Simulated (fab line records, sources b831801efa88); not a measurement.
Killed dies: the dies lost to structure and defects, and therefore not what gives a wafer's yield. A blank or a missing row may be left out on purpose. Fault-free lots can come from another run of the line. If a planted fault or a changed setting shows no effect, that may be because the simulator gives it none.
fab line records	flow gf180mcu	part 1 of 2: steps 1 to 26 of 37
record: lots: 5	wafers: 15	last_day: 33
route steps=602 shown HV_LDD@186
lots with no fault: from the same line, run without faults
start_h: hours from the record's first day to the start of the lot's first wafer shown	wait_h: hours since the lot's step before	" repeats the value in the row above	L1.1+2: a row that stands for several wafers	- either no value or no given start	* or withheld: withheld	< > ~ a bound
route shown NAME@n: a module of which the file shows steps, and the number in the route of the first	usual: average and standard deviation across the fault-free wafers	same: alike in all rows	chamber/n: place in a boat	sites: the reading at each site	_std_site: the values' standard deviation	_edge_site: mean of outer sites minus mean of inner sites	radius_mm: how far each site lies from the wafer's centre	mask NAME#n: copy n	behind: the last tool/chamber to shape the wafer	hold: cause of the lot's hold/its duration in hours/its outcome	device: names the non-switching transistor (n, p or np)	end of line: tests run on the same wafers once the route is complete	a step with no rows: only its recipe	killed: at the first sort, the dies lost to defects and structure; wafer yield is something else	map: shows each die of a wafer: x if killed, . if not, _ if none is there
set.NAME: the setting as run; set.NAME@STEP: as run at that earlier step	model.NAME: the simulator's own value behind a step, which no gauge read
lots seen at some steps along the route; tables by step, rows by wafer
services: the hour from which a tool's chamber was out of use, counted from the record's first day as start_h (under 0 if before that day), plus the number of hours and why
== steps ==
step: GF_HV_LDD_STRIP_10
recipe: chemistry: O2/N2	power_w: 1400	pressure_mtorr: 1500	platen_temp_c: 250	o2_flow_sccm: 3000	n2_flow_sccm: 300	overash_fraction: 0.5
usual: drypump_motor_current_A: 5.9/0.51	heater_power_w: 340/19	oes_product_au: 0.716/0.0044	platen_temp_c: 249.96/0.2	strip_time_to_endpoint_s: 12.63/0.042
lot.wafer	tool	chamber	start_h	wait_h	drypump_motor_current_A	heater_power_w	oes_product_au	platen_temp_c	rf_hours_counter_h	strip_time_to_endpoint_s
L074.3	plasma_asher-01	1	219.62	0.1	5.0	345	0.719	250.35	-	12.61
L074.5	"	1	"	"	5.0	352	0.717	250.21	-	12.65
L074.6	"	0	"	"	5.6	344	0.715	249.61	-	12.69
L075.1	plasma_asher-02	1	225.84	0.1	6.6	367	0.720	249.65	50	12.63
L075.3	"	0	"	"	5.5	307	0.719	250.15	-	12.71
L075.5	"	0	"	"	5.5	308	0.720	249.80	-	12.66
L086.1	plasma_asher-02	0	304.63	0.1	5.4	307	0.721	250.10	57	12.67
L086.3	"	1	"	"	6.6	369	0.715	249.78	-	12.60
L086.5	"	0	"	"	5.4	302	0.714	249.94	-	12.62
L091.1	plasma_asher-04	0	336.13	0.1	6.3	363	0.714	249.74	59	12.64
L091.2	"	1	"	"	5.9	336	0.716	249.99	59	12.58
L091.3	"	0	"	"	6.3	353	0.713	249.90	-	12.57
L092.2	plasma_asher-02	0	342.94	0.1	5.5	315	0.715	249.81	61	12.62
L092.4	"	0	"	"	5.5	304	0.720	250.11	-	12.65
L092.5	"	0	"	"	5.5	311	0.712	250.00	-	12.63
step: GF_HV_LDD_TW_MEAS_11
usual: HV_LDD_TW: 2394/22
lot.wafer	tool	chamber	start_h	wait_h	HV_LDD_TW
L074.3	film_metro-02	-	219.71	0.1	2400
L074.5	"	-	"	"	2405
L074.6	"	-	"	"	2403
L075.1	film_metro-04	-	225.94	0.1	2369
L075.3	"	-	"	"	2369
L075.5	"	-	"	"	2388
L086.1	film_metro-01	-	304.73	0.1	2416
L086.3	"	-	"	"	2420
L086.5	"	-	"	"	2418
L091.1	film_metro-02	-	336.23	0.1	2417
L091.2	"	-	"	"	2400
L091.3	"	-	"	"	2406
L092.2	film_metro-01	-	343.05	0.1	2407
L092.4	"	-	"	"	2409
L092.5	"	-	"	"	2413
step: GF_HV_LDD_DEHYDRATE_12
recipe: temp_c: 200	time_s: 60
lot.wafer	tool	chamber	start_h	wait_h
L074.3+5+6	litho_track-03	0	227.09	7.4
L075.1+3+5	litho_track-01	0	233.68	7.7
L086.1+3+5	litho_track-03	0	313.69	8.9
L091.1+2+3	litho_track-02	0	346.48	10.2
L092.2+4+5	litho_track-02	0	352.55	9.5
step: GF_HV_LDD_HMDS_13
recipe: prime_time_s: 60	prime_temp_c: 120
lot.wafer	tool	chamber	start_h	wait_h
L074.3+5+6	litho_track-03	0	227.24	0.1
L075.1+3+5	litho_track-01	0	233.83	0.1
L086.1+3+5	litho_track-03	0	313.84	0.1
L091.1+2+3	litho_track-02	0	346.63	0.1
L092.2+4+5	litho_track-02	0	352.70	0.1
step: GF_HV_LDD_COAT_14
recipe: resist: NOVOLAK	spin_rpm: 3000	resist_thk_nm: 1000
usual: spin_speed_rpm: 2999.6/2.1
lot.wafer	tool	chamber	start_h	wait_h	spin_speed_rpm
L074.3	litho_track-03	0	227.39	0.1	2999.8
L074.5	"	0	"	"	3000.6
L074.6	"	0	"	"	2997.9
L075.1	litho_track-01	0	233.98	0.1	3004.1
L075.3	"	0	"	"	2999.2
L075.5	"	0	"	"	2997.8
L086.1	litho_track-03	0	313.99	0.1	3001.1
L086.3	"	0	"	"	3002.0
L086.5	"	0	"	"	2995.2
L091.1	litho_track-02	0	346.78	0.1	2999.6
L091.2	"	0	"	"	2996.1
L091.3	"	0	"	"	3001.9
L092.2	litho_track-02	0	352.85	0.1	3000.3
L092.4	"	0	"	"	3002.1
L092.5	"	0	"	"	3004.7
step: GF_HV_LDD_SOFTBAKE_15
recipe: temp_c: 90	time_s: 60	resist: NOVOLAK
lot.wafer	tool	chamber	start_h	wait_h
L074.3+5+6	litho_track-03	0	227.54	0.1
L075.1+3+5	litho_track-01	0	234.13	0.1
L086.1+3+5	litho_track-03	0	314.14	0.1
L091.1+2+3	litho_track-02	0	346.93	0.1
L092.2+4+5	litho_track-02	0	353.00	0.1
step: GF_HV_LDD_EXPOSE_16
recipe: mask_id: Pplus_LV_AREA	target_cd_nm: 400	na: 0.6	source_shape: conventional	sigma_outer: 0.6	dose_mj: 140
usual: exposure_dose_mJ_cm2: 140.03/0.13	focus_offset_nm: -0.1/0.47
lot.wafer	tool	chamber	start_h	wait_h	mask	exposure_dose_mJ_cm2	focus_offset_nm
L074.3	iline_stepper-01	0	-	-	Pplus_LV_AREA#0	140.13	0.2
L074.5	"	0	"	"	Pplus_LV_AREA#0	140.00	0.1
L074.6	"	0	"	"	Pplus_LV_AREA#0	139.85	0.4
L075.1	iline_stepper-01	0	-	-	Pplus_LV_AREA#0	139.80	-0.3
L075.3	"	0	"	"	Pplus_LV_AREA#0	139.96	-0.2
L075.5	"	0	"	"	Pplus_LV_AREA#0	139.87	-0.2
L086.1	iline_stepper-02	0	-	-	Pplus_LV_AREA#0	139.89	0.0
L086.3	"	0	"	"	Pplus_LV_AREA#0	139.95	-0.2
L086.5	"	0	"	"	Pplus_LV_AREA#0	140.06	-0.4
L091.1	iline_stepper-02	0	-	-	Pplus_LV_AREA#0	140.17	-0.7
L091.2	"	0	"	"	Pplus_LV_AREA#0	140.18	-0.7
L091.3	"	0	"	"	Pplus_LV_AREA#0	140.16	-0.3
L092.2	iline_stepper-02	0	-	-	Pplus_LV_AREA#0	140.11	0.0
L092.4	"	0	"	"	Pplus_LV_AREA#0	139.90	0.3
L092.5	"	0	"	"	Pplus_LV_AREA#0	140.13	-0.5
step: GF_HV_LDD_PEB_17
recipe: temp_c: withheld	time_s: *	resist: NOVOLAK
lot.wafer	tool	chamber	start_h	wait_h
L074.3+5+6	litho_track-03	0	-	-
L075.1+3+5	litho_track-01	0	-	-
L086.1+3+5	litho_track-03	0	-	-
L091.1+2+3	litho_track-01	0	-	-
L092.2+4+5	litho_track-02	0	-	-
step: GF_HV_LDD_DEVELOP_18
recipe: develop_time_s: 60	dev_temp_c: 23
lot.wafer	tool	chamber	start_h	wait_h
L074.3+5+6	litho_track-03	0	236.19	0.1
L075.1+3+5	litho_track-01	0	242.33	0.1
L086.1+3+5	litho_track-03	0	324.49	0.1
L091.1+2+3	litho_track-01	0	357.43	0.1
L092.2+4+5	litho_track-02	0	363.55	0.1
step: GF_HV_LDD_CD_MEAS_19
recipe: target_cd_nm: 400
usual: cd_nm: 399.1/2.3
lot.wafer	tool	chamber	start_h	wait_h	cd_nm
L074.3	cd_sem-02	-	236.33	0.1	398.9
L074.5	"	-	"	"	398.8
L074.6	"	-	"	"	395.9
L075.1	cd_sem-02	-	242.48	0.1	398.4
L075.3	"	-	"	"	397.4
L075.5	"	-	"	"	398.1
L086.1	cd_sem-02	-	324.64	0.1	401.4
L086.3	"	-	"	"	402.1
L086.5	"	-	"	"	399.5
L091.1	cd_sem-01	-	357.58	0.1	399.8
L091.2	"	-	"	"	398.5
L091.3	"	-	"	"	398.8
L092.2	cd_sem-01	-	363.70	0.1	396.9
L092.4	"	-	"	"	396.7
L092.5	"	-	"	"	396.7
step: GF_HV_LDD_OVL_MEAS_20
usual: HV_LDD_01_OVL: -0.2/1.3
lot.wafer	tool	chamber	start_h	wait_h	HV_LDD_01_OVL[nm]
L074.3	overlay-02	-	236.42	0.1	-1.0
L074.5	"	-	"	"	-0.2
L074.6	"	-	"	"	0.4
L075.1	overlay-01	-	242.60	0.1	1.9
L075.3	"	-	"	"	0.0
L075.5	"	-	"	"	-0.4
L086.1	overlay-02	-	324.76	0.1	-1.6
L086.3	"	-	"	"	-0.8
L086.5	"	-	"	"	0.2
L091.1	overlay-02	-	357.70	0.1	-2.7
L091.2	"	-	"	"	-2.6
L091.3	"	-	"	"	-1.8
L092.2	overlay-01	-	363.80	0.1	0.1
L092.4	"	-	"	"	-0.7
L092.5	"	-	"	"	-0.7
step: GF_HV_LDD_IMPLANT_21
recipe: species: BF2	energy_kev: 25	dose_cm2: 5e+13	tilt_deg: 7
usual: dose_ions_cm2: 5e+13/4.3e+10	end_station_pressure_torr: 5.25e-06/2.6e-07
lot.wafer	tool	chamber	start_h	wait_h	dose_ions_cm2	end_station_pressure_torr
L074.3	implanter-03	0	236.50	0.1	5.002e+13	5.21e-06
L074.5	"	0	"	"	5.003e+13	5.27e-06
L074.6	"	0	"	"	4.999e+13	5.42e-06
L075.1	implanter-02	0	242.64	0.0	5.005e+13	5.21e-06
L075.3	"	0	"	"	5e+13	5.35e-06
L075.5	"	0	"	"	4.997e+13	5.27e-06
L086.1	implanter-02	0	324.79	0.0	5.005e+13	5.81e-06
L086.3	"	0	"	"	4.999e+13	4.69e-06
L086.5	"	0	"	"	5.001e+13	5.24e-06
L091.1	implanter-02	0	357.74	0.0	4.998e+13	5.35e-06
L091.2	"	0	"	"	5e+13	4.92e-06
L091.3	"	0	"	"	5.001e+13	5.27e-06
L092.2	implanter-03	0	363.86	0.0	4.998e+13	5.14e-06
L092.4	"	0	"	"	4.999e+13	5.41e-06
L092.5	"	0	"	"	4.997e+13	5.14e-06
step: GF_HV_LDD_STRIP_22
recipe: chemistry: O2/N2	power_w: 1400	pressure_mtorr: 1500	platen_temp_c: 250	o2_flow_sccm: 3000	n2_flow_sccm: 300	overash_fraction: 0.5
usual: drypump_motor_current_A: 5.7/0.53	heater_power_w: 342/16	oes_product_au: 0.716/0.0042	platen_temp_c: 249.99/0.2	strip_time_to_endpoint_s: 12.63/0.042
lot.wafer	tool	chamber	start_h	wait_h	drypump_motor_current_A	heater_power_w	oes_product_au	platen_temp_c	rf_hours_counter_h	strip_time_to_endpoint_s
L074.3	plasma_asher-02	1	236.63	0.1	6.6	356	0.721	249.97	-	12.73
L074.5	"	1	"	"	6.6	363	0.715	250.21	-	12.70
L074.6	"	0	"	"	5.4	315	0.713	249.81	-	12.72
L075.1	plasma_asher-01	0	242.79	0.1	5.6	338	0.721	249.86	61	12.61
L075.3	"	1	"	"	5.0	347	0.714	250.06	-	12.60
L075.5	"	1	"	"	5.0	343	0.722	249.97	-	12.59
L086.1	plasma_asher-04	0	324.94	0.1	6.3	351	0.717	249.91	58	12.64
L086.3	"	1	"	"	6.0	338	0.716	249.86	-	12.67
L086.5	"	1	"	"	5.9	343	0.710	250.05	-	12.65
L091.1	plasma_asher-04	0	357.89	0.1	6.3	367	0.718	250.26	62	12.62
L091.2	"	1	"	"	5.9	336	0.716	250.03	62	12.68
L091.3	"	1	"	"	6.0	340	0.712	249.83	-	12.65
L092.2	plasma_asher-01	1	363.98	0.1	5.0	347	0.715	249.69	75	12.67
L092.4	"	0	"	"	5.6	338	0.718	249.76	-	12.69
L092.5	"	0	"	"	5.6	335	0.716	250.12	-	12.68
step: GF_HV_LDD_TW_MEAS_23
usual: HV_LDD_2_TW: 1050/8.2
lot.wafer	tool	chamber	start_h	wait_h	HV_LDD_2_TW
L074.3	film_metro-01	-	236.72	0.1	1052
L074.5	"	-	"	"	1051
L074.6	"	-	"	"	1051
L075.1	film_metro-02	-	242.89	0.1	1057
L075.3	"	-	"	"	1054
L075.5	"	-	"	"	1056
L086.1	film_metro-02	-	325.04	0.1	1057
L086.3	"	-	"	"	1054
L086.5	"	-	"	"	1063
L091.1	film_metro-04	-	357.99	0.1	1034
L091.2	"	-	"	"	1037
L091.3	"	-	"	"	1033
L092.2	film_metro-01	-	364.09	0.1	1054
L092.4	"	-	"	"	1051
L092.5	"	-	"	"	1053
step: GF_HV_LDD_DEHYDRATE_24
recipe: temp_c: 200	time_s: 60
lot.wafer	tool	chamber	start_h	wait_h
L074.3+5+6	litho_track-02	0	245.13	8.4
L075.1+3+5	litho_track-01	0	251.53	8.6
L086.1+3+5	litho_track-02	0	334.63	9.6
L091.1+2+3	litho_track-02	0	367.93	9.9
L092.2+4+5	litho_track-01	0	374.11	10.0
step: GF_HV_LDD_HMDS_25
recipe: prime_time_s: 60	prime_temp_c: 120
lot.wafer	tool	chamber	start_h	wait_h
L074.3+5+6	litho_track-02	0	245.28	0.1
L075.1+3+5	litho_track-01	0	251.68	0.1
L086.1+3+5	litho_track-02	0	334.78	0.1
L091.1+2+3	litho_track-02	0	368.08	0.1
L092.2+4+5	litho_track-01	0	374.26	0.1
step: GF_HV_LDD_COAT_26
recipe: resist: NOVOLAK	spin_rpm: 3000	resist_thk_nm: 1000
usual: spin_speed_rpm: 3000.0/2
lot.wafer	tool	chamber	start_h	wait_h	spin_speed_rpm
L074.3	litho_track-02	0	245.43	0.1	3000.2
L074.5	"	0	"	"	3001.2
L074.6	"	0	"	"	2998.6
L075.1	litho_track-01	0	251.83	0.1	2998.9
L075.3	"	0	"	"	2998.7
L075.5	"	0	"	"	2999.2
L086.1	litho_track-02	0	334.93	0.1	3001.2
L086.3	"	0	"	"	3001.6
L086.5	"	0	"	"	3002.4
L091.1	litho_track-02	0	368.23	0.1	3000.7
L091.2	"	0	"	"	3002.9
L091.3	"	0	"	"	2999.0
L092.2	litho_track-01	0	374.41	0.1	3003.5
L092.4	"	0	"	"	2999.4
L092.5	"	0	"	"	3003.0
step: GF_HV_LDD_SOFTBAKE_27
recipe: temp_c: 90	time_s: 60	resist: NOVOLAK
lot.wafer	tool	chamber	start_h	wait_h
L074.3+5+6	litho_track-02	0	245.58	0.1
L075.1+3+5	litho_track-01	0	251.98	0.1
L086.1+3+5	litho_track-02	0	335.08	0.1
L091.1+2+3	litho_track-02	0	368.38	0.1
L092.2+4+5	litho_track-01	0	374.56	0.1
step: GF_HV_LDD_EXPOSE_28
recipe: mask_id: Nplus_HV_AREA	target_cd_nm: 400	na: 0.6	source_shape: conventional	sigma_outer: 0.6	dose_mj: 140
usual: exposure_dose_mJ_cm2: 140.01/0.15	focus_offset_nm: 0.0/0.54
lot.wafer	tool	chamber	start_h	wait_h	mask	exposure_dose_mJ_cm2	focus_offset_nm
L074.3	iline_stepper-01	0	-	-	Nplus_HV_AREA#0	140.21	-0.5
L074.5	"	0	"	"	Nplus_HV_AREA#0	139.92	-0.9
L074.6	"	0	"	"	Nplus_HV_AREA#0	139.95	0.0
L075.1	iline_stepper-01	0	-	-	Nplus_HV_AREA#0	139.89	-0.2
L075.3	"	0	"	"	Nplus_HV_AREA#0	140.13	-0.9
L075.5	"	0	"	"	Nplus_HV_AREA#0	140.07	-1.9
L086.1	iline_stepper-02	0	-	-	Nplus_HV_AREA#0	140.05	-0.1
L086.3	"	0	"	"	Nplus_HV_AREA#0	140.06	0.1
L086.5	"	0	"	"	Nplus_HV_AREA#0	139.77	-0.3
L091.1	iline_stepper-01	0	-	-	Nplus_HV_AREA#0	140.08	0.0
L091.2	"	0	"	"	Nplus_HV_AREA#0	140.05	0.3
L091.3	"	0	"	"	Nplus_HV_AREA#0	139.91	-0.3
L092.2	iline_stepper-02	0	-	-	Nplus_HV_AREA#0	140.20	-0.4
L092.4	"	0	"	"	Nplus_HV_AREA#0	140.13	0.6
L092.5	"	0	"	"	Nplus_HV_AREA#0	140.16	0.0
step: GF_HV_LDD_PEB_29
recipe: temp_c: withheld	time_s: *	resist: NOVOLAK
lot.wafer	tool	chamber	start_h	wait_h
L074.3+5+6	litho_track-03	0	-	-
L075.1+3+5	litho_track-01	0	-	-
L086.1+3+5	litho_track-02	0	-	-
L091.1+2+3	litho_track-02	0	-	-
L092.2+4+5	litho_track-01	0	-	-
step: GF_HV_LDD_DEVELOP_30
recipe: develop_time_s: 60	dev_temp_c: 23
lot.wafer	tool	chamber	start_h	wait_h
L074.3+5+6	litho_track-03	0	254.64	0.1
L075.1+3+5	litho_track-01	0	260.43	0.1
L086.1+3+5	litho_track-02	0	345.68	0.1
L091.1+2+3	litho_track-02	0	378.73	0.1
L092.2+4+5	litho_track-01	0	384.96	0.1
step: GF_HV_LDD_CD_MEAS_31
recipe: target_cd_nm: 400
usual: cd_nm: 399.0/2.5
lot.wafer	tool	chamber	start_h	wait_h	cd_nm
L074.3	cd_sem-02	-	254.78	0.1	403.0
L074.5	"	-	"	"	401.7
L074.6	"	-	"	"	402.9
L075.1	cd_sem-02	-	260.58	0.1	398.0
L075.3	"	-	"	"	400.6
L075.5	"	-	"	"	398.1
L086.1	cd_sem-01	-	345.83	0.1	395.9
L086.3	"	-	"	"	394.5
L086.5	"	-	"	"	395.3
L091.1	cd_sem-01	-	378.88	0.1	397.3
L091.2	"	-	"	"	397.4
L091.3	"	-	"	"	396.5
L092.2	cd_sem-02	-	385.10	0.1	398.5
L092.4	"	-	"	"	399.0
L092.5	"	-	"	"	396.8
step: GF_HV_LDD_OVL_MEAS_32
usual: HV_LDD_02_OVL: 1.0/1.3
lot.wafer	tool	chamber	start_h	wait_h	HV_LDD_02_OVL[nm]
L074.3	overlay-02	-	254.87	0.1	-1.4
L074.5	"	-	"	"	0.3
L074.6	"	-	"	"	-1.2
L075.1	overlay-02	-	260.70	0.1	2.3
L075.3	"	-	"	"	3.3
L075.5	"	-	"	"	0.5
L086.1	overlay-02	-	345.95	0.1	1.3
L086.3	"	-	"	"	2.8
L086.5	"	-	"	"	1.0
L091.1	overlay-02	-	379.00	0.1	2.6
L091.2	"	-	"	"	2.1
L091.3	"	-	"	"	0.9
L092.2	overlay-01	-	385.21	0.1	0.6
L092.4	"	-	"	"	-1.2
L092.5	"	-	"	"	-0.7
step: GF_HV_LDD_IMPLANT_33
recipe: species: P	energy_kev: 60	dose_cm2: 7.5e+12	tilt_deg: 30	rotation_deg: 0
usual: dose_ions_cm2: 7.498e+12/7.7e+09	end_station_pressure_torr: 5.03e-06/2.3e-07
lot.wafer	tool	chamber	start_h	wait_h	dose_ions_cm2	end_station_pressure_torr
L074.3	implanter-02	0	254.95	0.1	7.502e+12	4.79e-06
L074.5	"	0	"	"	7.491e+12	4.95e-06
L074.6	"	0	"	"	7.485e+12	5.12e-06
L075.1	implanter-01	0	260.74	0.0	7.508e+12	4.72e-06
L075.3	"	0	"	"	7.502e+12	5.1e-06
L075.5	"	0	"	"	7.508e+12	5.08e-06
L086.1	implanter-01	0	345.98	0.0	7.516e+12	4.7e-06
L086.3	"	0	"	"	7.497e+12	5.28e-06
L086.5	"	0	"	"	7.492e+12	4.67e-06
L091.1	implanter-02	0	379.03	0.0	7.508e+12	5.1e-06
L091.2	"	0	"	"	7.5e+12	5.31e-06
L091.3	"	0	"	"	7.497e+12	5.06e-06
L092.2	implanter-01	0	385.26	0.0	7.497e+12	5.61e-06
L092.4	"	0	"	"	7.496e+12	5.06e-06
L092.5	"	0	"	"	7.505e+12	5.09e-06
step: GF_HV_LDD_IMPLANT_34
recipe: species: P	energy_kev: 60	dose_cm2: 7.5e+12	tilt_deg: 30	rotation_deg: 90
usual: dose_ions_cm2: 7.499e+12/7.7e+09	end_station_pressure_torr: 5.02e-06/2.5e-07
lot.wafer	tool	chamber	start_h	wait_h	dose_ions_cm2	end_station_pressure_torr
L074.3	implanter-02	0	255.10	0.1	7.506e+12	4.71e-06
L074.5	"	0	"	"	7.491e+12	4.9e-06
L074.6	"	0	"	"	7.508e+12	4.77e-06
L075.1	implanter-01	0	260.89	0.1	7.497e+12	5.42e-06
L075.3	"	0	"	"	7.51e+12	4.93e-06
L075.5	"	0	"	"	7.505e+12	5.24e-06
L086.1	implanter-01	0	346.13	0.1	7.491e+12	5.34e-06
L086.3	"	0	"	"	7.493e+12	5.03e-06
L086.5	"	0	"	"	7.504e+12	4.85e-06
L091.1	implanter-02	0	379.18	0.1	7.513e+12	5.1e-06
L091.2	"	0	"	"	7.499e+12	4.8e-06
L091.3	"	0	"	"	7.506e+12	4.43e-06
L092.2	implanter-01	0	385.41	0.1	7.501e+12	5.52e-06
L092.4	"	0	"	"	7.492e+12	5.01e-06
L092.5	"	0	"	"	7.495e+12	4.96e-06
step: GF_HV_LDD_IMPLANT_35
recipe: species: P	energy_kev: 60	dose_cm2: 7.5e+12	tilt_deg: 30	rotation_deg: 180
usual: dose_ions_cm2: 7.502e+12/8.1e+09	end_station_pressure_torr: 5e-06/2.6e-07
lot.wafer	tool	chamber	start_h	wait_h	dose_ions_cm2	end_station_pressure_torr
L074.3	implanter-02	0	255.25	0.1	7.49e+12	5.46e-06
L074.5	"	0	"	"	7.486e+12	5.05e-06
L074.6	"	0	"	"	7.501e+12	5.32e-06
L075.1	implanter-01	0	261.04	0.1	7.503e+12	5.02e-06
L075.3	"	0	"	"	7.503e+12	4.93e-06
L075.5	"	0	"	"	7.515e+12	5.11e-06
L086.1	implanter-01	0	346.28	0.1	7.498e+12	5.26e-06
L086.3	"	0	"	"	7.499e+12	4.9e-06
L086.5	"	0	"	"	7.508e+12	5.1e-06
L091.1	implanter-02	0	379.33	0.1	7.519e+12	5.04e-06
L091.2	"	0	"	"	7.496e+12	4.99e-06
L091.3	"	0	"	"	7.498e+12	5.14e-06
L092.2	implanter-01	0	385.56	0.1	7.519e+12	4.78e-06
L092.4	"	0	"	"	7.511e+12	5.04e-06
L092.5	"	0	"	"	7.518e+12	5.44e-06
